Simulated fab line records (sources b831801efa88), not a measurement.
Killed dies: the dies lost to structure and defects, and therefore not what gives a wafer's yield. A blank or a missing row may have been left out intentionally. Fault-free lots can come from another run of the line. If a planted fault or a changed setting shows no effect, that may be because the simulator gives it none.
Code-filled problem report in 8D (eight disciplines) form | flow gf180mcu | the parts of the form that need people (team, actions taken, sign-off) are left out

1. WHAT IS WRONG
Mean of cdNm at GF_M4_CD_MEAS_14: 269.5 nm across 2 wafers in 2 lots; on wafers with no fault it is 279.9 nm (standard deviation 1.2). That is -8.7 standard deviations from the usual mean.
The step: target cd 280 nm.
First observed at day 28 15:35: wafer L430.3, on cdSem-02. The record has a number at this step for 39 wafers belonging to 13 lots. Rule for "out" (also "out of limits"): further than 4 standard deviations from the usual mean. The other wafers with a number count as sound.

2. WHAT THIS IS AND IS NOT
question                    | is                | is not
which readings at this step | cdNm              | -
which lots                  | L430, L432        | L415, L416, L417, L418, L419, L420, L422, L423, L435, L436, L438
which wafers of those lots  | L430.3, L432.3    | L430.2, L430.6, L432.1, L432.2
read on which gauges        | cdSem-02          | cdSem-01
when                        | from day 28 15:35 | up to then (26 sound wafers); but 11 sound wafers of L432, L435, L436, L438 came after

3. WHAT RULES OUT EACH SUSPECT
Counting: a tool at a process step up to the reading stays a suspect if it ran every lot that is out. Sound lots after the first of them don't rule it out here, since some wafers of a struck lot are sound.
- the gauge at GF_M4_CD_MEAS_14: kept. All the wafers that are out were read on cdSem-02, and no step on other tools shows them out.
- pvdSputter-03 at GF_M4_SPUTTER_03 (material Ti, target thk 10 nm, time 6.7 s): kept. It ran every lot that is out, first L430 (day 27 19:47); its last sound lot up to then is L423 (day 24 17:59).
- krfScanner-02 at GF_M4_EXPOSE_11 (exposes mask Metal4, target cd 280 nm): kept. It ran every lot that is out, first L430 (day 28 06:26); its last sound lot up to then is L420 (day 24 07:32).
pvdSputter-03 at GF_M4_SPUTTER_03, krfScanner-02 at GF_M4_EXPOSE_11 and cdSem-02 at GF_M4_CD_MEAS_14 are what is left after counting.

4. THE CAUSE (what the simulator had put in)
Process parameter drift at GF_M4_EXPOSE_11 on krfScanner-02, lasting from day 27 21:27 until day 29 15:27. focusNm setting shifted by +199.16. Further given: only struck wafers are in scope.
Of the 3 suspects that counting leaves, this tool is one.

5. THE EFFECT CHAIN, in route order
One row per reading whose mean, taken over the struck wafers that have a number, lies over 3 standard deviations from the usual. Scope: only readings with a usual standard deviation given in the record; hours: median across lots of the time from each lot's start at the first step in this table that gives one to its start at this step; sigmas: change in usual standard deviations.
hours | step             | reading | usual    | on struck wafers | change | sigmas
0     | GF_M4_CD_MEAS_14 | cdNm    | 279.9 nm | 269.5            | -10.4  | -8.7
At these later measuring or inspecting steps, every struck wafer for which the step has a row has a number for every such reading, and none has moved that far: GF_V4_CD_MEAS_14.

6. HOW IT WOULD HAVE BEEN CAUGHT EARLIER
18 hours passed between the start of the fault at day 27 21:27 and the first reading out of limits at a measuring or inspecting step in this record, taken at day 28 15:35.
Lots out: 2; of these, L432 started GF_M4_EXPOSE_11 on krfScanner-02 after day 28 15:35. Putting the tool on hold at that point would have spared it.
